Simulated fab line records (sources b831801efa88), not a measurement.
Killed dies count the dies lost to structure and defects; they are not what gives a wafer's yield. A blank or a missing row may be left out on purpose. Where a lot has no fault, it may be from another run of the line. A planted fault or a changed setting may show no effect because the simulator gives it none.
Problem report, 8D (eight disciplines) form, completed by code	flow sky130	the parts of the form that need people (team, actions taken, sign-off) are left out

## 1. PROBLEM STATEMENT
Across 2 wafers from 2 lots, CAP2M_CVD_00_THK at SKY_CAP2M_THK_MEAS_01 averages 6.6 nm, while fault-free wafers read 15.6 nm with a standard deviation of 0.33. Relative to the usual mean, that is a shift of -27 standard deviations.
Earliest sighting: wafer L699.6 on filmMetro-03 at day 44 02:47. The record has a number at this step for 35 wafers belonging to 12 lots. The rule behind "out" and "out of limits": a value lying over 4 standard deviations away from the usual mean. All remaining wafers that have a number are taken as sound.

## 2. WHAT IT IS, WHAT IT ISN'T
question	is	is not
which readings at this step	CAP2M_CVD_00_THK	-
which lots	L699, L700	L684, L685, L686, L690, L691, L692, L694, L695, L706, L707
which wafers of those lots	L699.6, L700.6	L699.2, L699.3, L700.4
read on which gauges	filmMetro-03	filmMetro-01, filmMetro-04
when	from day 44 02:47	up to then (26 sound wafers); but 7 sound wafers of L700, L706, L707 came after

## 3. SUSPECTS, AND WHAT RULES EACH OUT
Counting: any tool at a process step up to the reading remains a suspect provided it ran every lot that is out. Sound lots after the first of them don't rule it out here, since some wafers of a struck lot are sound.
- the gauge at SKY_CAP2M_THK_MEAS_01 has been ruled out. All the wafers that are out were read on filmMetro-03, but those of them that SKY_METAL4_ETCH_17 has rows for are out there too, on other tools.
- pecvd-02 at SKY_CAP2M_CVD_00 (deposits SiO2, target thk 15.5 nm): kept. It processed each lot that is out (first: L699, day 44 02:45); up to then, its last sound lot is L695 (day 43 03:01).
Left after counting: pecvd-02 at SKY_CAP2M_CVD_00.

## 4. THE CAUSE (what the simulator had put in)
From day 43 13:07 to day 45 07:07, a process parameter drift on pecvd-02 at SKY_CAP2M_CVD_00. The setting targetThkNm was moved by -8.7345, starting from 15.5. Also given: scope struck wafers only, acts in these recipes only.
After counting, this tool was the only one left.

## 5. SEQUENCE OF EFFECTS, ordered by route
One row per reading whose mean, taken over the struck wafers that have a number, lies over 3 standard deviations from the usual. Only readings whose record carries a usual standard deviation are examined. hours: median over the lots of the time between each lot's start at the first step of this table that gives one and its start at this step. sigmas: the change, counted in usual standard deviations.
hours	step	reading	usual	on struck wafers	change	sigmas
0	SKY_CAP2M_THK_MEAS_01	CAP2M_CVD_00_THK	15.6 nm	6.6	-9.0	-27
44	SKY_METAL4_ETCH_17	oesProductAu	0.756 a.u.	0.535	-0.221	-24
The process steps in it:
- SKY_METAL4_ETCH_17: etches SiO2 in C4F8/O2/Ar, stops on TiN, time 3.9 s, target depth 15 nm.
Later steps that measure or inspect, where all struck wafers having a row at the step show a number for every such reading and not one has moved that far: SKY_CAP2M_THK_MEAS_04.

## 6. HOW IT WOULD HAVE BEEN CAUGHT EARLIER
14 hours passed between the start of the fault at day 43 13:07 and the first reading out of limits at a measuring or inspecting step in this record, taken at day 44 02:47.
No tool reading at SKY_CAP2M_CVD_00 that has a usual standard deviation in the record was out on any struck wafer, so an alarm limit of 4 standard deviations on those readings would not have fired.
Among the 2 lots that are out, L700 began SKY_CAP2M_CVD_00 on pecvd-02 after day 44 02:47. A hold on the tool at that time would have spared it.
